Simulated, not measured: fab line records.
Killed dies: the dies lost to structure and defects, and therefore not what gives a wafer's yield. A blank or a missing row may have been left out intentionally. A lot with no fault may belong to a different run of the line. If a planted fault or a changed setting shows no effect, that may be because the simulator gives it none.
Chamber matching + flow sky130 + hdpcvd-02 running SKY_VIA2_HDPCVD_00: 3 sister chambers
The step deposits SiO2, target thk 1180 nm, time 196.7 s. 6 wafers are shown with their chamber, then 6 later ones without.

## EACH WAFER AND ITS CHAMBER
| wafer  | chamber | run length s (s) | sih4 flow sccm (sccm) |
|--------|---------|------------------|-----------------------|
| L562.1 | 1       | 224.3            | 60.11                 |
| L576.4 | 2       | 224.7            | 59.68                 |
| L576.6 | 1       | 224.6            | 59.93                 |
| L577.2 | 0       | 225.7            | 59.71                 |
| L577.4 | 2       | 224.7            | 59.91                 |
| L577.6 | 0       | 224.8            | 59.96                 |

## WAFERS WITHOUT THEIR CHAMBER
| wafer  | run length s (s) | sih4 flow sccm (sccm) |
|--------|------------------|-----------------------|
| L579.1 | 225.1            | 60.16                 |
| L579.3 | 224.8            | 60.13                 |
| L579.5 | 224.7            | 60.01                 |
| L580.1 | 224.6            | 59.94                 |
| L580.2 | 224.2            | 59.83                 |
| L580.6 | 225.4            | 59.70                 |

## WHICH CHAMBER EACH ONE RAN IN
| wafer  | from the rows above          | in truth |
|--------|------------------------------|----------|
| L579.1 | can't be placed: 1 or 0 or 2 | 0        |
| L579.3 | can't be placed: 1 or 2 or 0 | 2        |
| L579.5 | can't be placed: 1 or 2 or 0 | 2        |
| L580.1 | can't be placed: 1 or 2 or 0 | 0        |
| L580.2 | can't be placed: 2 or 1 or 0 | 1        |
| L580.6 | can't be placed: 0 or 2      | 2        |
Correct placement for 0 of the 6. Unplaceable from these rows: 6, with the true chamber sitting among the candidates in 6. Placed wrongly: 0.
How it was worked out, from the rows above alone: a wafer's distance from a chamber is the root of the sum, over the readings, of the square of ((its reading less the chamber's mean) divided by the reading's scatter). The wafer belongs to the nearest chamber; if the next one is less than 2 further off, it can't be placed. The mean given for a chamber averages the wafers shown for that chamber. How the scatter is found: for the shown wafers, subtract from each reading the mean of its chamber, square and add these, divide the total by (wafers less chambers), then take the root.
